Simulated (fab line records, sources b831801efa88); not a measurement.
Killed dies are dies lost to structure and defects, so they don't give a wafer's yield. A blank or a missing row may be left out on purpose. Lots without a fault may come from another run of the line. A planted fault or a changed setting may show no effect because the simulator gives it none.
fab line records | flow sky130
record lots=5 wafers=15 last_day=50
route steps=708 shown FIELD_ISO@19 NWELL@32 DNWELL@35 PWDE@45
lots that met no fault: from a run of the same line without faults
start_h: hours from the record's first day to the start of the lot's first wafer shown | wait_h: hours since the lot's step before | " the same as in the row above | L1.1+2: a row that stands for several wafers | - no value, or no start given | * or withheld: withheld | < > ~ a bound
route shown NAME@n: a module of which the file shows steps, and the number in the route of the first | usual: mean/standard deviation of fault-free wafers | same: alike in all rows | chamber/n: place in a boat | sites: the reading at each site | _std_site: their standard deviation | _edge_site: outer sites' mean less inner sites' | radius_mm: how far each site lies from the wafer's centre | mask NAME#n: copy n | behind: the tool/chamber that last shaped the wafer | hold: why the lot was held/for how many hours/how that ended | device: the transistor (n, p or np) that didn't switch | end of line: the same wafers' tests at the end of the route | a step without rows: its recipe alone | killed: dies lost to structure and defects at the first sort, not the wafer's yield | map: a wafer's dies, x killed, . not, _ none there
set.NAME: the setting as run; set.NAME@STEP: as run at that earlier step | model.NAME: the simulator's own value behind a step, which no gauge read
lots at some steps of the route; a table a step, a row a wafer
services: from which hour (start_h, from the record's first day; less than 0 if before it) a tool's chamber was out of use, for how many hours, and why
## steps
# step SKY_FIELD_ISO_WET_ETCH_18
# recipe chemistry=H3PO4 target_depth_nm=25 temp_c=160 target=Si3N4 time_s=286
# columns lot.wafer tool chamber start_h wait_h
L081.3+4+6 wet_bench-01 1 65.02 0.0
L091.1+4+5 wet_bench-01 3 118.12 0.0
L093.2+4+6 wet_bench-01 1 127.50 0.0
L094.2+3+5 wet_bench-03 1 132.65 0.0
L096.4+5+6 wet_bench-01 2 143.67 0.0
# step SKY_FIELD_ISO_CLEAN_19
# recipe chemistry=SC1/SC2 mix=1:4:20 temp_c=70 time_s=150
# columns lot.wafer tool chamber start_h wait_h
L081.3+4+6 wet_bench-03 3 65.11 0.0
L091.1+4+5 wet_bench-02 0 118.21 0.0
L093.2+4+6 wet_bench-03 1 127.59 0.0
L094.2+3+5 wet_bench-01 0 132.74 0.0
L096.4+5+6 wet_bench-03 2 143.76 0.0
# step SKY_FIELD_ISO_CLEAN_20
# recipe chemistry=dHF time_s=20 dilution=100:1
# columns lot.wafer tool chamber start_h wait_h
L081.3+4+6 wet_bench-01 2 65.16 0.0
L091.1+4+5 wet_bench-03 2 118.26 0.0
L093.2+4+6 wet_bench-02 3 127.64 0.0
L094.2+3+5 wet_bench-02 2 132.80 0.0
L096.4+5+6 wet_bench-02 1 143.81 0.0
# step SKY_FIELD_ISO_WET_ETCH_21
# recipe chemistry=dHF dilution=100:1 target_depth_nm=20 dry=ipa_marangoni target=SiO2 temp_c=25 time_s=400
# columns lot.wafer tool chamber start_h wait_h
L081.3+4+6 wet_bench-02 3 65.17 0.0
L091.1+4+5 wet_bench-01 1 118.27 0.0
L093.2+4+6 wet_bench-01 3 127.66 0.0
L094.2+3+5 wet_bench-03 3 132.82 0.0
L096.4+5+6 wet_bench-01 1 143.83 0.0
# step SKY_FIELD_ISO_OXIDATION_22
# recipe temp_c=950 ambient=O2 stabilise_s=600 purge_s=300 target_thk_a=100 ox_time_s=623
# usual zone_power_top_pct=37.0/2.3
# same stabilise_s=600
# columns lot.wafer tool chamber start_h wait_h zone_power_top_pct
L081.3 furnace-01 0 66.63 1.3 34.0
L081.4 " 0 " " 33.3
L081.6 " 0 " " 33.9
L091.1 furnace-02 0 118.39 0.0 38.9
L091.4 " 0 " " 38.5
L091.5 " 0 " " 38.9
L093.2 furnace-02 0 127.79 0.0 39.3
L093.4 " 0 " " 37.9
L093.6 " 0 " " 38.7
L094.2 furnace-02 0 133.03 0.1 38.7
L094.3 " 0 " " 38.4
L094.5 " 0 " " 39.6
L096.4 furnace-02 0 143.95 0.0 38.3
L096.5 " 0 " " 38.2
L096.6 " 0 " " 38.6
# step SKY_FIELD_ISO_THK_MEAS_23
# recipe reads=SiO2_of_FIELD_ISO_OXIDATION_22
# usual FIELD_ISO_OXIDATION_01_THK=10.02/0.18
# columns lot.wafer tool chamber start_h wait_h FIELD_ISO_OXIDATION_01_THK[nm]
L081.3 film_metro-01 - 67.83 0.0 10.19
L081.4 " - " " 10.32
L081.6 " - " " 10.41
L091.1 film_metro-02 - 119.57 0.0 9.49
L091.4 " - " " 9.59
L091.5 " - " " 9.67
L093.2 film_metro-02 - 128.97 0.0 10.04
L093.4 " - " " 10.22
L093.6 " - " " 10.29
L094.2 film_metro-01 - 134.21 0.0 10.08
L094.3 " - " " 10.12
L094.5 " - " " 10.35
L096.4 film_metro-04 - 145.15 0.0 10.17
L096.5 " - " " 10.00
L096.6 " - " " 10.15
# step SKY_FIELD_ISO_CVD_24
# recipe material=SiO2 target_thk_nm=595 temp_c=650 sigma_open_frac=0.3 time_s=99.2 sih4_flow_sccm=60 pressure_mtorr=6
# columns lot.wafer tool chamber start_h wait_h
L081.3+4+6 hdpcvd-02 1,1,2 67.86 0.0
L091.1+4+5 hdpcvd-01 1,1,2 119.63 0.1
L093.2+4+6 hdpcvd-01 0,1,2 129.02 0.0
L094.2+3+5 hdpcvd-02 0,1,2 134.26 0.0
L096.4+5+6 hdpcvd-02 1,0,2 145.22 0.1
# step SKY_FIELD_ISO_THK_MEAS_25
# recipe reads=SiO2_of_FIELD_ISO_CVD_24
# usual FIELD_ISO_CVD_24_THK=596/7
# columns lot.wafer tool chamber start_h wait_h FIELD_ISO_CVD_24_THK[nm]
L081.3 film_metro-04 - 67.96 0.1 603
L081.4 " - " " 597
L081.6 " - " " 598
L091.1 film_metro-04 - 119.70 0.0 593
L091.4 " - " " 582
L091.5 " - " " 586
L093.2 film_metro-01 - 129.10 0.0 600
L093.4 " - " " 599
L093.6 " - " " 601
L094.2 film_metro-04 - 134.34 0.0 592
L094.3 " - " " 597
L094.5 " - " " 600
L096.4 film_metro-04 - 145.28 0.0 594
L096.5 " - " " 594
L096.6 " - " " 594
# step SKY_FIELD_ISO_ANNEAL_26
# recipe temp_c=1000 time_s=1800 ambient=N2
# usual zone_power_top_pct=39.8/2.6
# columns lot.wafer tool chamber start_h wait_h zone_power_top_pct
L081.3 furnace-01 0 69.31 1.3 36.3
L081.4 " 0 " " 36.2
L081.6 " 0 " " 37.3
L091.1 furnace-01 0 119.76 0.1 36.6
L091.4 " 0 " " 37.3
L091.5 " 0 " " 36.9
L093.2 furnace-01 0 129.15 0.0 37.4
L093.4 " 0 " " 36.8
L093.6 " 0 " " 37.7
L094.2 furnace-02 0 134.39 0.0 40.9
L094.3 " 0 " " 42.7
L094.5 " 0 " " 41.5
L096.4 furnace-01 0 146.32 1.0 37.0
L096.5 " 0 " " 36.8
L096.6 " 0 " " 37.2
# step SKY_FIELD_ISO_CMP_27
# recipe stop_on=Si3N4 t_overpolish_s=16 down_force_psi=4 platen_rpm=60 target_thk_nm=457.8 pad_velocity_m_s=0.94248
# usual motor_current_A=11.2/1 overpolish_run_s=16.000/0.0087 time_to_endpoint_s=113/4.5
# columns lot.wafer tool chamber start_h wait_h motor_current_A overpolish_run_s time_to_endpoint_s
L081.4 cmp-01 3 70.81 0.0 10.6 16.009 112
L081.3 " 2 " " 11.0 15.994 121
L081.6 " 3 " " 11.6 16.005 110
L091.4 cmp-02 1 121.36 0.1 13.1 15.992 112
L091.1 " 2 " " 10.7 15.984 107
L091.5 " 0 " " 13.3 15.992 107
L093.4 cmp-01 2 130.65 0.0 10.8 16.009 118
L093.2 " 1 " " 11.4 16.009 119
L093.6 " 2 " " 11.0 15.992 120
L094.2 cmp-01 3 135.94 0.1 10.3 15.989 108
L094.3 " 1 " " 10.9 16.009 113
L094.5 " 2 " " 10.6 15.989 117
L096.4 cmp-02 3 147.82 0.0 9.7 16.006 120
L096.6 " 3 " " 10.7 16.000 120
L096.5 " 0 " " 13.0 15.999 112
# step SKY_FIELD_ISO_WET_ETCH_28
# recipe chemistry=dHF target_depth_nm=23.7 target=SiO2 dilution=10:1 temp_c=25 time_s=47
# columns lot.wafer tool chamber start_h wait_h
L081.3+4+6 wet_bench-01 2 71.11 0.1
L091.1+4+5 wet_bench-02 2 121.56 0.1
L093.2+4+6 wet_bench-03 0 130.95 0.1
L094.2+3+5 wet_bench-01 2 136.19 0.2
L096.4+5+6 wet_bench-02 2 148.12 0.2
# step SKY_FIELD_ISO_WET_ETCH_29
# recipe chemistry=H3PO4 target_depth_nm=160 target=Si3N4 temp_c=160 time_s=1825
# columns lot.wafer tool chamber start_h wait_h
L081.3+4+6 wet_bench-02 1 71.13 0.0
L091.1+4+5 wet_bench-01 1 121.58 0.0
L093.2+4+6 wet_bench-01 3 130.97 0.0
L094.2+3+5 wet_bench-02 1 136.21 0.0
L096.4+5+6 wet_bench-03 3 148.14 0.0
# step SKY_FIELD_ISO_WET_ETCH_30
# recipe chemistry=dHF target_depth_nm=25 target=SiO2 dilution=10:1 temp_c=25 time_s=50
# columns lot.wafer tool chamber start_h wait_h
L081.3+4+6 wet_bench-03 3 71.65 0.0
L091.1+4+5 wet_bench-03 2 122.09 0.0
L093.2+4+6 wet_bench-03 3 131.54 0.0
L094.2+3+5 wet_bench-01 1 136.78 0.0
L096.4+5+6 wet_bench-01 2 148.70 0.0
# step SKY_NWELL_CLEAN_00
# recipe chemistry=SC1/SC2 mix=1:4:20 temp_c=70 time_s=150 dry=n2_spin
# columns lot.wafer tool chamber start_h wait_h
L081.3+4+6 wet_bench-02 0 71.67 0.0
L091.1+4+5 wet_bench-01 1 122.12 0.0
L093.2+4+6 wet_bench-01 2 131.56 0.0
L094.2+3+5 wet_bench-03 3 136.80 0.0
L096.4+5+6 wet_bench-02 3 148.72 0.0
# step SKY_NWELL_OXIDATION_01
# recipe temp_c=900 ambient=O2 stabilise_s=600 purge_s=300 target_thk_a=100 ox_time_s=1418
# usual zone_power_top_pct=33.0/2.2
# same stabilise_s=600
# columns lot.wafer tool chamber start_h wait_h zone_power_top_pct
L081.3 furnace-01 0 72.32 0.6 30.7
L081.4 " 0 " " 30.6
L081.6 " 0 " " 30.9
L091.1 furnace-02 0 122.17 0.0 35.6
L091.4 " 0 " " 36.0
L091.5 " 0 " " 35.0
L093.2 furnace-02 0 131.63 0.0 35.3
L093.4 " 0 " " 35.4
L093.6 " 0 " " 35.3
L094.2 furnace-01 0 136.85 0.0 31.2
L094.3 " 0 " " 30.6
L094.5 " 0 " " 30.9
L096.4 furnace-02 0 148.77 0.0 35.2
L096.5 " 0 " " 35.6
L096.6 " 0 " " 34.7
# step SKY_NWELL_THK_MEAS_02
# recipe reads=SiO2_of_NWELL_OXIDATION_01
# usual NWELL_OXIDATION_THK=10.08/0.21
# columns lot.wafer tool chamber start_h wait_h NWELL_OXIDATION_THK[nm]
L081.3 film_metro-01 - 73.73 0.0 10.09
L081.4 " - " " 10.01
L081.6 " - " " 9.84
L091.1 film_metro-01 - 123.56 0.0 9.85
L091.4 " - " " 9.72
L091.5 " - " " 9.80
L093.2 film_metro-03 - 133.04 0.0 10.20
L093.4 " - " " 10.29
L093.6 " - " " 10.33
L094.2 film_metro-03 - 138.26 0.0 9.96
L094.3 " - " " 10.15
L094.5 " - " " 9.98
L096.4 film_metro-03 - 150.20 0.0 10.08
L096.5 " - " " 10.09
L096.6 " - " " 9.96
# step SKY_DNWELL_DEHYDRATE_00
# recipe temp_c=200 time_s=60
# columns lot.wafer tool chamber start_h wait_h
L081.3+4+6 litho_track-01 0 81.56 7.8
L091.1+4+5 litho_track-01 0 132.26 8.7
L093.2+4+6 litho_track-01 0 143.13 10.1
L094.2+3+5 litho_track-01 0 147.48 9.2
L096.4+5+6 litho_track-03 0 159.53 9.3
# step SKY_DNWELL_HMDS_01
# recipe prime_time_s=60 prime_temp_c=120
# columns lot.wafer tool chamber start_h wait_h
L081.3+4+6 litho_track-01 0 81.71 0.1
L091.1+4+5 litho_track-01 0 132.41 0.1
L093.2+4+6 litho_track-01 0 143.28 0.1
L094.2+3+5 litho_track-01 0 147.63 0.1
L096.4+5+6 litho_track-03 0 159.68 0.1
# step SKY_DNWELL_COAT_02
# recipe spin_rpm=2000 resist_thk_nm=3000
# columns lot.wafer tool chamber start_h wait_h
L081.3+4+6 litho_track-01 0 81.86 0.1
L091.1+4+5 litho_track-01 0 132.56 0.1
L093.2+4+6 litho_track-01 0 143.43 0.1
L094.2+3+5 litho_track-01 0 147.78 0.1
L096.4+5+6 litho_track-03 0 159.83 0.1
# step SKY_DNWELL_SOFTBAKE_03
# recipe temp_c=110 time_s=withheld
# columns lot.wafer tool chamber start_h wait_h
L081.3+4+6 litho_track-01 0 82.03 0.1
L091.1+4+5 litho_track-01 0 132.71 0.1
L093.2+4+6 litho_track-01 0 143.59 0.1
L094.2+3+5 litho_track-01 0 147.94 0.1
L096.4+5+6 litho_track-03 0 160.00 0.1
# step SKY_DNWELL_EXPOSE_04
# recipe mask_id=DNM na=0.57 target_cd_nm=3000 dose_mj=222
# columns lot.wafer tool chamber start_h wait_h mask
L081.3+4+6 iline_stepper-01 0 - - DNM#0
L091.1+4+5 iline_stepper-01 0 - - DNM#0
L093.2+4+6 iline_stepper-02 0 - - DNM#0
L094.2+3+5 iline_stepper-02 0 - - DNM#0
L096.4+5+6 iline_stepper-02 0 - - DNM#0
# step SKY_DNWELL_PEB_05
# recipe temp_c=115 time_s=withheld
# columns lot.wafer tool chamber start_h wait_h
L081.3+4+6 litho_track-03 0 - -
L091.1+4+5 litho_track-01 0 - -
L093.2+4+6 litho_track-04 0 - -
L094.2+3+5 litho_track-03 0 - -
L096.4+5+6 litho_track-01 0 - -
# step SKY_DNWELL_DEVELOP_06
# recipe wall_angle_deg=90 developer=TMAH develop_time_s=60 dev_temp_c=23
# same develop_time_s=60
# columns lot.wafer tool chamber start_h wait_h
L081.3+4+6 litho_track-03 0 - -
L091.1+4+5 litho_track-01 0 - -
L093.2+4+6 litho_track-04 0 - -
L094.2+3+5 litho_track-03 0 - -
L096.4+5+6 litho_track-01 0 - -
# step SKY_DNWELL_IMPLANT_07
# recipe species=P energy_kev=withheld dose_cm2=withheld tilt_deg=withheld
# columns lot.wafer tool chamber start_h wait_h
L081.3+4+6 implanter-04 0 90.55 -
L091.1+4+5 implanter-01 0 143.11 -
L093.2+4+6 implanter-01 0 153.04 -
L094.2+3+5 implanter-01 0 157.53 -
L096.4+5+6 implanter-03 0 170.43 -
# step SKY_DNWELL_STRIP_08
# recipe chemistry=O2/N2 power_w=1400 pressure_mtorr=1500 platen_temp_c=withheld o2_flow_sccm=3000 n2_flow_sccm=300 overash_fraction=0.5
# usual drypump_motor_current_A=5.62/0.29 oes_product_au=0.722/0.0047 strip_time_to_endpoint_s=36.88/0.12
# columns lot.wafer tool chamber start_h wait_h drypump_motor_current_A oes_product_au rf_hours_counter_h strip_time_to_endpoint_s
L081.3 plasma_asher-04 1 90.69 0.1 5.87 0.724 - 36.79
L081.4 " 0 " " 5.63 0.714 - 36.73
L081.6 " 1 " " 5.92 0.727 - 36.78
L091.1 plasma_asher-03 1 143.26 0.1 6.00 0.720 46 36.75
L091.4 " 0 " " 5.12 0.727 - 36.73
L091.5 " 1 " " 6.04 0.723 - 36.86
L093.2 plasma_asher-03 1 153.16 0.1 6.02 0.723 47 36.95
L093.4 " 1 " " 6.05 0.720 - 36.88
L093.6 " 0 " " 5.15 0.725 - 36.90
L094.2 plasma_asher-04 1 157.65 0.1 5.93 0.724 46 36.77
L094.3 " 1 " " 5.90 0.717 - 36.81
L094.5 " 0 " " 5.62 0.728 - 36.75
L096.4 plasma_asher-02 0 170.54 0.1 5.56 0.717 - 36.98
L096.5 " 0 " " 5.56 0.720 - 36.89
L096.6 " 1 " " 5.44 0.722 - 36.84
# step SKY_DNWELL_TW_MEAS_09
# usual DNWELL_TW=1116/9.8
# columns lot.wafer tool chamber start_h wait_h DNWELL_TW
L081.3 film_metro-02 - 90.77 0.1 1099
L081.4 " - " " 1102
L081.6 " - " " 1101
L091.1 film_metro-02 - 143.36 0.1 1109
L091.4 " - " " 1109
L091.5 " - " " 1108
L093.2 film_metro-03 - 153.27 0.1 1132
L093.4 " - " " 1132
L093.6 " - " " 1130
L094.2 film_metro-01 - 157.76 0.1 1104
L094.3 " - " " 1101
L094.5 " - " " 1106
L096.4 film_metro-01 - 170.64 0.1 1102
L096.5 " - " " 1108
L096.6 " - " " 1112
# step SKY_PWDE_DEHYDRATE_00
# recipe temp_c=200 time_s=60
# columns lot.wafer tool chamber start_h wait_h
L081.3+4+6 litho_track-01 0 98.66 7.9
L091.1+4+5 litho_track-01 0 152.16 8.8
L093.2+4+6 litho_track-04 0 163.54 10.3
L094.2+3+5 litho_track-01 0 167.48 9.7
L096.4+5+6 litho_track-04 0 180.19 9.5
# step SKY_PWDE_HMDS_01
# recipe prime_time_s=60 prime_temp_c=120
# columns lot.wafer tool chamber start_h wait_h
L081.3+4+6 litho_track-01 0 98.81 0.1
L091.1+4+5 litho_track-01 0 152.31 0.1
L093.2+4+6 litho_track-04 0 163.69 0.1
L094.2+3+5 litho_track-01 0 167.63 0.1
L096.4+5+6 litho_track-04 0 180.34 0.1
# step SKY_PWDE_COAT_02
# recipe spin_rpm=2000 resist_thk_nm=3000
# columns lot.wafer tool chamber start_h wait_h
L081.3+4+6 litho_track-01 0 98.96 0.1
L091.1+4+5 litho_track-01 0 152.46 0.1
L093.2+4+6 litho_track-04 0 163.84 0.1
L094.2+3+5 litho_track-01 0 167.78 0.1
L096.4+5+6 litho_track-04 0 180.49 0.1
# step SKY_PWDE_SOFTBAKE_03
# recipe temp_c=110 time_s=withheld
# columns lot.wafer tool chamber start_h wait_h
L081.3+4+6 litho_track-01 0 99.13 0.1
L091.1+4+5 litho_track-01 0 152.61 0.1
L093.2+4+6 litho_track-04 0 164.00 0.1
L094.2+3+5 litho_track-01 0 167.94 0.1
L096.4+5+6 litho_track-04 0 180.66 0.1
# step SKY_PWDE_EXPOSE_04
# recipe mask_id=PWDEM na=0.6 source_shape=conventional sigma_outer=0.6 polarization=unpolarized target_cd_nm=840 dose_mj=214
# columns lot.wafer tool chamber start_h wait_h mask
L081.3+4+6 iline_stepper-01 0 - - PWDEM#0
L091.1+4+5 iline_stepper-01 0 - - PWDEM#0
L093.2+4+6 iline_stepper-01 0 - - PWDEM#0
L094.2+3+5 iline_stepper-02 0 - - PWDEM#0
L096.4+5+6 iline_stepper-01 0 - - PWDEM#0
# step SKY_PWDE_PEB_05
# recipe temp_c=115 time_s=withheld
# columns lot.wafer tool chamber start_h wait_h
L081.3+4+6 litho_track-01 0 - -
L091.1+4+5 litho_track-01 0 - -
L093.2+4+6 litho_track-01 0 - -
L094.2+3+5 litho_track-04 0 - -
L096.4+5+6 litho_track-01 0 - -
# step SKY_PWDE_DEVELOP_06
# recipe wall_angle_deg=90 developer=TMAH develop_time_s=60 dev_temp_c=23
# same develop_time_s=60
# columns lot.wafer tool chamber start_h wait_h
L081.3+4+6 litho_track-01 0 - -
L091.1+4+5 litho_track-01 0 - -
L093.2+4+6 litho_track-01 0 - -
L094.2+3+5 litho_track-04 0 - -
L096.4+5+6 litho_track-01 0 - -
# step SKY_PWDE_OVL_MEAS_07
# usual PWDE_OVL=1.3/1.5
# columns lot.wafer tool chamber start_h wait_h PWDE_OVL[nm]
L081.3 overlay-02 - 107.87 - 2.5
L081.4 " - " " 2.2
L081.6 " - " " 1.5
L091.1 overlay-01 - 163.51 - 0.3
L091.4 " - " " -0.6
L091.5 " - " " 0.6
L093.2 overlay-02 - 174.21 - 0.9
L093.4 " - " " 0.2
L093.6 " - " " 1.8
L094.2 overlay-01 - 178.22 - -1.2
L094.3 " - " " 0.0
L094.5 " - " " 0.3
L096.4 overlay-01 - 191.08 - 2.0
L096.5 " - " " 1.0
L096.6 " - " " 0.8
# step SKY_PWDE_IMPLANT_08
# recipe species=B energy_kev=150 dose_cm2=3.6e+12 tilt_deg=withheld
# usual faraday_current_uA=20.3/0.44
# columns lot.wafer tool chamber start_h wait_h faraday_current_uA
L081.3 implanter-03 0 107.94 0.1 20.1
L081.4 " 0 " " 19.5
L081.6 " 0 " " 20.2
L091.1 implanter-04 0 163.54 0.0 20.0
L091.4 " 0 " " 21.3
L091.5 " 0 " " 21.3
L093.2 implanter-03 0 174.27 0.0 20.2
L093.4 " 0 " " 20.9
L093.6 " 0 " " 20.1
L094.2 implanter-04 0 178.27 0.0 19.8
L094.3 " 0 " " 20.3
L094.5 " 0 " " 20.2
L096.4 implanter-02 0 191.17 0.1 21.2
L096.5 " 0 " " 20.3
L096.6 " 0 " " 19.0
# step SKY_PWDE_STRIP_09
# recipe chemistry=O2/N2 power_w=1400 pressure_mtorr=1500 platen_temp_c=withheld o2_flow_sccm=3000 n2_flow_sccm=300 overash_fraction=0.5
# usual drypump_motor_current_A=5.73/0.3 oes_product_au=0.722/0.0048 strip_time_to_endpoint_s=36.88/0.11
# columns lot.wafer tool chamber start_h wait_h drypump_motor_current_A oes_product_au rf_hours_counter_h strip_time_to_endpoint_s
L081.3 plasma_asher-01 0 108.08 0.1 6.36 0.719 - 36.95
L081.4 " 1 " " 5.56 0.716 - 36.90
L081.6 " 1 " " 5.57 0.722 - 36.84
L091.1 plasma_asher-02 0 163.69 0.1 5.58 0.718 4 36.79
L091.4 " 0 " " 5.55 0.717 - 36.76
L091.5 " 0 " " 5.52 0.726 - 36.83
L093.2 plasma_asher-02 1 174.39 0.1 5.51 0.725 5 36.82
L093.4 " 0 " " 5.54 0.726 - 36.73
L093.6 " 0 " " 5.54 0.724 - 36.87
L094.2 plasma_asher-02 1 178.40 0.1 5.47 0.733 6 36.77
L094.3 " 0 " " 5.54 0.722 - 36.84
L094.5 " 1 " " 5.45 0.724 - 36.87
L096.4 plasma_asher-01 0 191.28 0.1 6.36 0.720 - 36.66
L096.5 " 1 " " 5.55 0.711 - 36.77
L096.6 " 0 " " 6.35 0.725 - 36.77
# step SKY_PWDE_TW_MEAS_10
# usual PWDE_TW=375/3.1
# columns lot.wafer tool chamber start_h wait_h PWDE_TW
L081.3 film_metro-03 - 108.16 0.1 378
L081.4 " - " " 379
L081.6 " - " " 377
L091.1 film_metro-01 - 163.79 0.1 371
L091.4 " - " " 373
L091.5 " - " " 373
L093.2 film_metro-01 - 174.50 0.1 370
L093.4 " - " " 372
L093.6 " - " " 372
L094.2 film_metro-02 - 178.51 0.1 371
L094.3 " - " " 370
L094.5 " - " " 372
L096.4 film_metro-03 - 191.37 0.1 378
L096.5 " - " " 375
L096.6 " - " " 377
# step SKY_NWELL_DEHYDRATE_03
# recipe temp_c=200 time_s=60
# columns lot.wafer tool chamber start_h wait_h
L081.3+4+6 litho_track-04 0 116.41 8.2
L091.1+4+5 litho_track-02 0 173.43 9.6
L093.2+4+6 litho_track-04 0 185.09 10.6
L094.2+3+5 litho_track-04 0 188.64 10.1
L096.4+5+6 litho_track-03 0 201.48 10.1
# step SKY_NWELL_HMDS_04
# recipe prime_time_s=60 prime_temp_c=120
# columns lot.wafer tool chamber start_h wait_h
L081.3+4+6 litho_track-04 0 116.56 0.1
L091.1+4+5 litho_track-02 0 173.58 0.1
L093.2+4+6 litho_track-04 0 185.24 0.1
L094.2+3+5 litho_track-04 0 188.79 0.1
L096.4+5+6 litho_track-03 0 201.63 0.1
# step SKY_NWELL_COAT_05
# recipe spin_rpm=2000 resist_thk_nm=3000
# columns lot.wafer tool chamber start_h wait_h
L081.3+4+6 litho_track-04 0 116.71 0.1
L091.1+4+5 litho_track-02 0 173.73 0.1
L093.2+4+6 litho_track-04 0 185.39 0.1
L094.2+3+5 litho_track-04 0 188.94 0.1
L096.4+5+6 litho_track-03 0 201.78 0.1
# step SKY_NWELL_SOFTBAKE_06
# recipe temp_c=110 time_s=withheld
# columns lot.wafer tool chamber start_h wait_h
L081.3+4+6 litho_track-04 0 116.88 0.1
L091.1+4+5 litho_track-02 0 173.88 0.1
L093.2+4+6 litho_track-04 0 185.54 0.1
L094.2+3+5 litho_track-04 0 189.09 0.1
L096.4+5+6 litho_track-03 0 201.95 0.1
# step SKY_NWELL_EXPOSE_07
# recipe mask_id=NWM na=0.6 source_shape=conventional sigma_outer=0.6 polarization=unpolarized target_cd_nm=840 dose_mj=255
# columns lot.wafer tool chamber start_h wait_h mask
L081.3+4+6 iline_stepper-02 0 - - NWM#0
L091.1+4+5 iline_stepper-01 0 - - NWM#0
L093.2+4+6 iline_stepper-02 0 - - NWM#0
L094.2+3+5 iline_stepper-01 0 - - NWM#0
L096.4+5+6 iline_stepper-01 0 - - NWM#0
# step SKY_NWELL_PEB_08
# recipe temp_c=115 time_s=withheld
# columns lot.wafer tool chamber start_h wait_h
L081.3+4+6 litho_track-04 0 - -
L091.1+4+5 litho_track-04 0 - -
L093.2+4+6 litho_track-04 0 - -
L094.2+3+5 litho_track-02 0 - -
L096.4+5+6 litho_track-02 0 - -
# step SKY_NWELL_DEVELOP_09
# recipe wall_angle_deg=90 developer=TMAH develop_time_s=60 dev_temp_c=23
# same develop_time_s=60
# columns lot.wafer tool chamber start_h wait_h
L081.3+4+6 litho_track-04 0 - -
L091.1+4+5 litho_track-04 0 - -
L093.2+4+6 litho_track-04 0 - -
L094.2+3+5 litho_track-02 0 - -
L096.4+5+6 litho_track-02 0 - -
# step SKY_NWELL_OVL_MEAS_10
# usual NWELL_00_OVL=0.1/1.2
# columns lot.wafer tool chamber start_h wait_h NWELL_00_OVL[nm]
L081.3 overlay-01 - 125.87 - -0.5
L081.4 " - " " 2.0
L081.6 " - " " 0.3
L091.1 overlay-01 - 185.06 - -2.2
L091.4 " - " " -3.6
L091.5 " - " " -1.1
L093.2 overlay-02 - 195.42 - -0.7
L093.4 " - " " -0.7
L093.6 " - " " -0.6
L094.2 overlay-01 - 199.29 - 1.0
L094.3 " - " " -0.3
L094.5 " - " " -1.4
L096.4 overlay-02 - 212.85 - -0.8
L096.5 " - " " 0.4
L096.6 " - " " 1.0
# step SKY_NWELL_IMPLANT_11
# recipe species=P energy_kev=400 dose_cm2=1.9e+13 tilt_deg=withheld
# usual faraday_current_uA=107.1/2.3
# columns lot.wafer tool chamber start_h wait_h faraday_current_uA
L081.3 implanter-01 0 125.95 0.1 104.7
L081.4 " 0 " " 103.9
L081.6 " 0 " " 108.1
L091.1 implanter-01 0 185.10 0.0 110.0
L091.4 " 0 " " 106.8
L091.5 " 0 " " 103.4
L093.2 implanter-02 0 195.47 0.0 106.6
L093.4 " 0 " " 107.1
L093.6 " 0 " " 105.3
L094.2 implanter-01 0 199.34 0.0 97.7
L094.3 " 0 " " 107.7
L094.5 " 0 " " 104.5
L096.4 implanter-04 0 212.94 0.1 106.3
L096.5 " 0 " " 111.0
L096.6 " 0 " " 108.8
# step SKY_NWELL_IMPLANT_12
# recipe species=P energy_kev=120 dose_cm2=1.3e+12 tilt_deg=withheld
# usual faraday_current_uA=7.32/0.16
# columns lot.wafer tool chamber start_h wait_h faraday_current_uA
L081.3 implanter-01 0 126.10 0.1 7.27
L081.4 " 0 " " 7.49
L081.6 " 0 " " 7.59
L091.1 implanter-01 0 185.25 0.1 7.28
L091.4 " 0 " " 7.24
L091.5 " 0 " " 7.41
L093.2 implanter-02 0 195.62 0.1 7.23
L093.4 " 0 " " 7.31
L093.6 " 0 " " 7.07
L094.2 implanter-01 0 199.49 0.1 7.32
L094.3 " 0 " " 7.37
L094.5 " 0 " " 7.35
L096.4 implanter-04 0 213.09 0.1 6.92
L096.5 " 0 " " 7.22
L096.6 " 0 " " 7.15
# step SKY_NWELL_IMPLANT_13
# recipe species=P energy_kev=50 dose_cm2=7e+11 tilt_deg=withheld
# usual faraday_current_uA=3.95/0.085
# columns lot.wafer tool chamber start_h wait_h faraday_current_uA
L081.3 implanter-01 0 126.25 0.1 4.05
L081.4 " 0 " " 3.95
L081.6 " 0 " " 4.09
L091.1 implanter-01 0 185.40 0.1 4.03
L091.4 " 0 " " 4.04
L091.5 " 0 " " 3.86
L093.2 implanter-02 0 195.77 0.1 4.05
L093.4 " 0 " " 3.85
L093.6 " 0 " " 4.00
L094.2 implanter-01 0 199.64 0.1 4.04
L094.3 " 0 " " 3.99
L094.5 " 0 " " 3.88
L096.4 implanter-04 0 213.24 0.1 3.88
L096.5 " 0 " " 4.05
L096.6 " 0 " " 4.04
## services
# columns tool chamber start_h hours kind
iline_stepper-01 - 50.37 1.7 pm
furnace-02 - 52.88 3.0 pm
cmp-01 - 64.00 4.0 pm
plasma_asher-02 - 70.22 2.8 pm
implanter-02 - 72.28 2.3 repair
iline_stepper-02 - 72.88 1.7 pm
hdpcvd-02 2 75.57 7.5 repair
implanter-03 - 79.38 14.1 pm
implanter-04 - 101.33 3.1 repair
implanter-03 - 108.62 3.4 pm
plasma_asher-02 - 108.75 9.0 pm
iline_stepper-02 - 121.82 4.4 pm
implanter-04 - 121.99 4.2 pm
hdpcvd-02 0 148.87 5.6 repair
implanter-03 - 159.20 4.5 repair
implanter-02 - 166.47 3.6 pm
wet_bench-02 - 169.59 4.9 repair
cmp-01 - 170.12 5.4 pm
iline_stepper-02 - 171.95 11.7 repair
furnace-01 - 179.44 3.6 pm
implanter-02 - 187.44 1.8 repair
implanter-04 - 194.54 6.0 pm
iline_stepper-02 - 200.76 0.5 repair
furnace-02 - 204.21 4.2 pm
## key
fault none
